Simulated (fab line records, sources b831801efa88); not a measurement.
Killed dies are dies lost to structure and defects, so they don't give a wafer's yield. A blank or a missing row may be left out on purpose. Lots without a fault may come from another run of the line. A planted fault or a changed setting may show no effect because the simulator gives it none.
Problem report in the 8D (eight disciplines) form, filled by code | flow sky130 | the parts of the form that need people (team, actions taken, sign-off) are left out

1. THE PROBLEM
killed_at_other at SKY_PAD_OPEN_PROBE_99 reads a mean of 67.7 on 6 wafers of 2 lots; wafers without a fault read 0.2 with a standard deviation of 0.44. That is +99 or more standard deviations from the usual mean.
First seen on wafer L997.1, day 49 01:29, on prober-02. The record holds 36 wafers of 12 lots with a number at this step. Rule for "out", or "out of limits": more than 4 standard deviations from the usual mean. The other wafers with a number count as sound.

2. WHAT IT IS AND WHAT IT IS NOT
question                    | is                                                                                                    | is not
which readings at this step | killed_at_other, defect_limited_yield, killed_dies, sort_bin_3_pad_short, sort_n_pass, sort_yield_pct | killed_at_M4_up, killed_at_front_end, killed_short, sort_bin_6_memory
which lots                  | L100, L997                                                                                            | L102, L983, L984, L985, L986, L988, L989, L990, L992, L994
which wafers of those lots  | all that have a number                                                                                | -
read on which tools         | prober-01, prober-02                                                                                  | -
when                        | from day 49 01:29                                                                                     | up to then (27 sound wafers); but 3 sound wafers of L102 came after

3. SUSPECTS, AND WHAT RULES EACH OUT
Counting: a tool at a process step up to the reading stays a suspect if it ran every lot that is out and no sound lot after the first of them.
- rie_metal-02 at SKY_CAPM_METAL_ETCH_13 (etches TiN in Cl2/BCl3, stops on SiO2, target depth 220 nm, time 62.9 s): kept. It ran every lot that is out, first L997 (day 41 14:12), and no sound lot after that; its last sound lot up to then is L992 (day 39 19:12).
- pecvd-02 at SKY_PASSIVATION_CVD_02 (deposits Si3N4, target thk 540 nm): kept. It ran every lot that is out, first L997 (day 47 09:40), and no sound lot after that; its last sound lot up to then is L990 (day 45 16:41).
Left after counting: rie_metal-02 at SKY_CAPM_METAL_ETCH_13, pecvd-02 at SKY_PASSIVATION_CVD_02.

4. THE CAUSE (what the simulator had put in)
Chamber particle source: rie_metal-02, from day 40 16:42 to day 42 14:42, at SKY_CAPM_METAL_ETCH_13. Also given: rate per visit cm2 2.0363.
Counting left 2 suspects, and this tool is among them.

5. THE CHAIN OF EFFECTS, in route order
Each row: a reading whose mean over the struck wafers that have a number lies more than 3 standard deviations from the usual. Only readings for which the record gives a usual standard deviation are gone through. hours: the time from each lot's start at the first step in this table that gives one to its start at this step, as a median over the lots. sigmas: the change in usual standard deviations.
hours | step                  | reading              | usual  | on struck wafers | change | sigmas
0     | SKY_PAD_OPEN_PROBE_99 | defect_limited_yield | 82.2 % | 70.5             | -11.7  | -6.2
0     | SKY_PAD_OPEN_PROBE_99 | killed_at_other      | 0.2    | 67.7             | +67.5  | +99 or more
0     | SKY_PAD_OPEN_PROBE_99 | killed_dies          | 88     | 145              | +57    | +6.1
0     | SKY_PAD_OPEN_PROBE_99 | sort_bin_3_pad_short | 0.9 %  | 5.1              | +4.2   | +10
0     | SKY_PAD_OPEN_PROBE_99 | sort_bin_5_function  | 10.5 % | 17.6             | +7.1   | +4.7
0     | SKY_PAD_OPEN_PROBE_99 | sort_n_pass          | 404    | 347              | -57    | -6.1
0     | SKY_PAD_OPEN_PROBE_99 | sort_yield_pct       | 82.2 % | 70.5             | -11.7  | -6.2
The process steps in it:
- SKY_PAD_OPEN_PROBE_99

6. WHAT WOULD HAVE CAUGHT IT SOONER
In this record the first reading out of limits was taken at day 49 01:29, 201 hours after the fault began at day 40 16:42.
Of the tool readings at SKY_CAPM_METAL_ETCH_13 for which the record gives a usual standard deviation, none was out on any struck wafer, so an alarm limit of 4 standard deviations on them would not have fired.
All the lots that are out (2) had begun SKY_CAPM_METAL_ETCH_13 on rie_metal-02 by day 49 01:29. A hold on the tool at that time would have spared none of them.
